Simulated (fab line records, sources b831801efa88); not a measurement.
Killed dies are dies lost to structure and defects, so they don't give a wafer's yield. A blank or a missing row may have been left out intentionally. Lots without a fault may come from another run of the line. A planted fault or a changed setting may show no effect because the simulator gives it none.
A lot that was struck, set against a sound lot	flow sky130	18 out of 708 route steps
Sound: the wafers L437.1, L437.2, L437.4. Struck: wafer L427.5 (left out: L427.2, L427.4 of the same lot, which were not struck); the cause appears at the end.
Each step with rows lists, per side, the tool, then ch with its chambers, then its first start. Under that, the readings that differ: sound wafers	struck wafers	difference of the means	sigmas: that difference in standard deviations of wafers without a fault.
alike: readings whose means differ by less than 2 such deviations, and words and numbers that are the same on both sides. not compared: withheld readings, readings that some wafer has no value for, bounds like >300 that may hide the same value, and numbers for which the record gives no deviation and whose values overlap.
The two part at a step that has a row with sigmas, a row that says differs or no value, or rows on one side only. Numbers that don't overlap but have no deviation are shown without sigmas and don't part them. A reading that every wafer of one side lacks parts them only if that side has two wafers or more.

first, 5 steps without rows for these wafers: SKY_VIA4_COAT_06 (resist thk 1140 nm); SKY_VIA4_SOFTBAKE_07 (time 60 s); SKY_VIA4_EXPOSE_08 (exposes mask VIM4, target cd 800 nm); SKY_VIA4_PEB_09; SKY_VIA4_DEVELOP_10 (develop time 60 s).
SKY_VIA4_OVL_MEAS_11:
  sound on overlay-02 at day 48 05:50; struck on overlay-01 at day 45 11:38
  alike: VIA4_OVL
SKY_VIA4_ETCH_12: etches SiO2 in C4F8/O2/Ar, stops on TiN, target depth 580 nm.
  sound on rieDiel-01 ch 2,3, day 48 05:52; struck on rieDiel-01 ch 1, day 45 11:40
  alike: oesProductAu
SKY_VIA4_STRIP_13: strips in O2/N2.
  sound on plasmaAsher-02 ch 0,1, day 48 05:57; struck on plasmaAsher-02 ch 1, day 45 11:46
  alike: drypumpMotorCurrentA, oesProductAu, stripTimeToEndpointS
  not compared: rfHoursCounterH
then, 3 steps without rows for these wafers: SKY_VIA4_STRIP_14 (strips in post etch residue remover, time 1200 s); SKY_VIA4_CLEAN_15 (cleans in IPA, time 180 s); SKY_VIA4_CLEAN_16 (cleans in O3/DIW).
SKY_VIA4_SPUTTER_17: material TiN, target thk 20 nm, time 80 s.
  sound on pvdSputter-01 at day 48 06:37; struck on pvdSputter-04 at day 45 12:23
  alike: throttleValvePct
SKY_VIA4_CVD_18: deposits W, target thk 505 nm, time 152.14 s.
  sound on cvdW-01 ch 0,1, day 48 06:40; struck on cvdW-02 ch 0, day 45 12:27
reading	sound	struck	difference	sigmas
heaterPowerOuterW (W)	580 604 600	342	-253	-5
heaterPowerW (W)	982 934 950	608	-347	-5
susceptorTempC (C)	399.95 399.44 399.58	351.26	-48.40	-99 or more
model.W_of_VIA4_CVD_18.thkNm (nm)	498.7 487.2 498.9	197	-298	
SKY_VIA4_RS_MEAS_19: the measuring method here is four-point-probe.
  sound on filmMetro-03 at day 48 06:49; struck on filmMetro-03 at day 45 12:55
reading	sound	struck	difference	sigmas
VIA4_W_RS (ohm/sq)	0.2295 0.2349 0.2294	0.5884	+0.3571	+99 or more
  not compared: hold
SKY_VIA4_THK_MEAS_20: measures by xrf.
  sound on filmMetro-03 at day 48 06:56; struck on filmMetro-03 at day 45 18:04
reading	sound	struck	difference	sigmas
VIA4_W_THK (nm)	489 476 491	194	-291	-41
  not compared: hold
SKY_VIA4_CMP_21: polishes, stops on SiO2, t overpolish 25 s, target thk 0 nm.
  sound on cmp-01 ch 0,1,2, day 48 07:00; struck on cmp-02 ch 1, day 45 19:48
reading	sound	struck	difference	sigmas
hold	- - -	awaitDispo/1.5h/release	no value on the sound wafers	
timeToEndpointS (s)	113 114 114	45	-69	-20
  alike: motorCurrentA
SKY_METAL5_SPUTTER_00: material Ti, target thk 15 nm, time 10 s.
  sound on pvdSputter-03 at day 48 07:18; struck on pvdSputter-03 at day 45 20:03
  alike: throttleValvePct
-- the record jumps here: 2 days lie between the struck wafers' starts before and after (it left off in module METAL5 and takes up again in module PAD_OPEN, whose first step shown is number 708 of the route) --
SKY_PAD_OPEN_PROBE_99:
  sound on prober-01 at day 50 14:17; struck on prober-02 at day 48 04:16
reading	sound	struck	difference	sigmas
model.etest.via4Chain.rcOhm	0.7942 0.7696 0.7882	0.866	+0.082	
  alike: defectLimitedYield, killed_at_M0_to_M3, killed_at_M4_up, killedAtContacts, killedAtFrontEnd, killedAtOther, killedDies, killedOpen, killedShort, sort_bin_3_pad_short, sort_bin_5_function, sort_bin_6_memory, sortNPass, sortYieldPct

== WHERE THEY PART ==
Last at SKY_VIA4_CMP_21 as far as this record goes, first at SKY_VIA4_CVD_18. Later steps at which nothing parts them and some readings are alike: SKY_METAL5_SPUTTER_00, SKY_PAD_OPEN_PROBE_99.

WHY: the cause the simulator had injected
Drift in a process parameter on cvdW-02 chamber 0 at SKY_VIA4_CVD_18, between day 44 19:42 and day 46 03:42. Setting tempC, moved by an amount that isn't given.
